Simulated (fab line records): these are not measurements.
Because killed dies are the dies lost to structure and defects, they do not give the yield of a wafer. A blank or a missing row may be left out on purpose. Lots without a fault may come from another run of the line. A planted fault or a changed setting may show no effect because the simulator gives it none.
2 desks, one fault + flow gf180mcu + every desk sees just its own numbers, and what lay behind them comes last

## METROLOGY DESK
Lot by lot, what the gauges showed, no matter which tool ran the lot: averages of those sampled wafers that carry a number. Any lot whose mean is over 4 standard deviations away from the usual mean is out of limits and marked OUT; that distance is given in the brackets.
Columns: A = M5_OVL at GF_M5_OVL_MEAS_08, usual 1 nm
| lot  | first seen here | A  |
|------|-----------------|----|
| L466 | day 26 04:53    | 2  |
| L467 | day 26 08:34    | -2 |
| L468 | day 26 13:19    | -2 |
| L469 | day 27 05:47    | 1  |
| L470 | day 27 13:47    | -2 |
| L471 | day 27 21:45    | 0  |
| L473 | day 28 20:26    | 3  |
| L474 | day 28 21:52    | 7  |
| L476 | day 29 10:17    | -6 |
| L477 | day 29 18:58    | -1 |
| L478 | day 29 23:38    | 7  |
| L482 | day 30 22:31    | -2 |
| L486 | day 32 09:44    | 3  |
| L487 | day 32 14:04    | 1  |
Result from this desk: across the 14 lots, nothing is out of limits.

## THE TOOL OWNER'S DESK: litho_track-03
The tool's own readings at GF_M5_SOFTBAKE_03 (time 60 s): means of the sampled wafers that have a number, for each lot that ran on this tool. Any lot whose mean is over 4 standard deviations away from the usual mean is out of limits and marked OUT; that distance is given in the brackets.
Columns: A = exhaust_pa at GF_M5_SOFTBAKE_03, usual 45.1 Pa; B = heater_power_total_W at GF_M5_SOFTBAKE_03, usual 93.04 W; C = run_length_s at GF_M5_SOFTBAKE_03, usual 89.16 s
| lot  | first seen here | A    | B               | C                |
|------|-----------------|------|-----------------|------------------|
| L467 | day 25 22:31    | 45.7 | 93.09           | 89.05            |
| L470 | day 27 03:40    | 46.0 | 93.01           | 89.01            |
| L471 | day 27 11:15    | 45.1 | 93.08           | 88.95            |
| L474 | day 28 11:25    | 46.0 | 93.03           | 89.05            |
| L476 | day 29 00:37    | 45.9 | 92.99           | 89.25            |
| L477 | day 29 09:21    | 45.2 | 93.84 (+14) OUT | 87.62 (-8.5) OUT |
| L482 | day 30 13:40    | 43.8 | 94.33 (+22) OUT | 86.97 (-12) OUT  |
This desk's finding: out of limits on L477, L482; first on L477, day 29 09:21 (heater_power_total_W at GF_M5_SOFTBAKE_03). In limits: L467, L470, L471, L474, L476.

## TAKEN TOGETHER
An alarm could have come from the tool owner's desk at day 29 09:21, on L477, L482.
Metrology desk: nothing out of limits seen.
The metrology desk holds a record of L477, L482, inside its limits.
Of the lots named, all ran GF_M5_SOFTBAKE_03 on litho_track-03.

## WHAT THE SIMULATOR HAD INSERTED
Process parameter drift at GF_M5_SOFTBAKE_03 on litho_track-03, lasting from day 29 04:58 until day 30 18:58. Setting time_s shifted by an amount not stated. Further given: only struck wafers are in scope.
Lots struck among those shown: L477, L482.
Delay in hours, fault start to first out-of-limits reading, by desk: the tool owner's desk at 4.
